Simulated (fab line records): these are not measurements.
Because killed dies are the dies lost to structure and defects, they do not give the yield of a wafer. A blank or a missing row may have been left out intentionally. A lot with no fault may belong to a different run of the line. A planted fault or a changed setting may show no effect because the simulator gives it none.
What tool caused it? + flow sky130 + Sampling: 11 lots, 32 wafers, 4 of 708 route steps

== WHAT THE GAUGES READ, wafer by wafer ==
SKY_VIA4_OVL_MEAS_11.
| lot  | measured     | on         | VIA4_OVL (nm)  |
|------|--------------|------------|----------------|
| L972 | day 44 04:12 | overlay-02 | 0.4 -2.3 -0.9  |
| L974 | day 44 09:43 | overlay-02 | 0.9 1.3 1.6    |
| L975 | day 44 21:33 | overlay-01 | 1.1 2.8 0.4    |
| L980 | day 46 00:50 | overlay-02 | 1.6 0.8        |
| L981 | day 46 06:30 | overlay-02 | -0.9 -2.5 -0.7 |
| L982 | day 46 10:49 | overlay-02 | 0.1 -0.1 -0.8  |
| L983 | day 46 15:37 | overlay-02 | -1.8 -0.7 -0.4 |
| L985 | day 47 07:49 | overlay-01 | -1.6 -0.1 -1.3 |
| L987 | day 47 12:56 | overlay-02 | -2.2 -1.2 -0.4 |
| L991 | day 48 13:57 | overlay-01 | -1.5 -1.4 -3.1 |
| L992 | day 48 17:31 | overlay-02 | 1.0 -0.1 1.9   |

== TOOL THAT RAN EACH LOT (tool first, then ch and the chambers of the sampled wafers, then the start) ==
| lot  | SKY_METAL3_DESCUM_15             | SKY_VIA3_CMP_24               | SKY_METAL4_ETCH_16               |
|------|----------------------------------|-------------------------------|----------------------------------|
| L972 | rieMetal-03 ch 0,1, day 40 00:57 | cmp-01 ch 1,2, day 41 04:14   | rieMetal-04 ch 0,1, day 43 04:11 |
| L974 | rieMetal-03 ch 0,1, day 40 06:33 | cmp-01 ch 0,2,3, day 41 10:23 | rieMetal-04 ch 0,1, day 43 09:38 |
| L975 | rieMetal-03 ch 0,1, day 40 19:48 | cmp-01 ch 0,1, day 41 22:35   | rieMetal-04 ch 1, day 43 21:44   |
| L980 | rieMetal-02 ch 1, day 42 02:04   | cmp-02 ch 0,3, day 43 04:26   | rieMetal-04 ch 0, day 45 02:24   |
| L981 | rieMetal-01 ch 0,1, day 42 08:13 | cmp-01 ch 1,2,3, day 43 10:34 | rieMetal-04 ch 0,1, day 45 07:50 |
| L982 | rieMetal-02 ch 0,1, day 42 13:14 | cmp-02 ch 0,1, day 43 15:18   | rieMetal-03 ch 0,1, day 45 12:38 |
| L983 | rieMetal-02 ch 0,1, day 42 20:40 | cmp-01 ch 1,2,3, day 43 21:41 | rieMetal-04 ch 0,1, day 45 17:20 |
| L985 | rieMetal-03 ch 0,1, day 43 12:42 | cmp-01 ch 1,2, day 44 13:29   | rieMetal-02 ch 0,1, day 46 09:41 |
| L987 | rieMetal-03 ch 0,1, day 43 19:31 | cmp-02 ch 1,2,3, day 44 20:16 | rieMetal-03 ch 0,1, day 46 15:46 |
| L991 | rieMetal-03 ch 0,1, day 44 23:36 | cmp-01 ch 1,3, day 45 23:32   | rieMetal-03 ch 0,1, day 47 17:17 |
| L992 | rieMetal-01 ch 0,1, day 45 04:13 | cmp-02 ch 0,2,3, day 46 03:29 | rieMetal-03 ch 0,1, day 47 21:26 |
- SKY_METAL3_DESCUM_15: chemistry O2, time 8 s.
- SKY_VIA3_CMP_24: polishes, stops on SiO2, t overpolish 20 s, target thk 0 nm.
- SKY_METAL4_ETCH_16: etches BARC in N2/H2, stops on SiO2, time 88.2 s, target depth 60 nm.

== THE ANSWER, worked out from the rows above alone ==
Rule: usual is defined by the lots themselves. The widest of any qualifying gaps counts: lots, ordered by their means at a reading, are off when they make up no more than a third of the lots, leave a main group of 4 or more, and stand apart from it by 3 or more times the standard deviation of that group's means. A main group is skipped when, at the precision printed for the reading in the tables above, its means are all equal. A lot without any number at a reading at which 4 lots or more have one is off too. Where the step has rows for the other lots, those lots are counted as sound.
No lot is off on any of the readings shown, so nothing can be concluded from this.

== WHAT WAS PUT IN BY THE SIMULATOR ==
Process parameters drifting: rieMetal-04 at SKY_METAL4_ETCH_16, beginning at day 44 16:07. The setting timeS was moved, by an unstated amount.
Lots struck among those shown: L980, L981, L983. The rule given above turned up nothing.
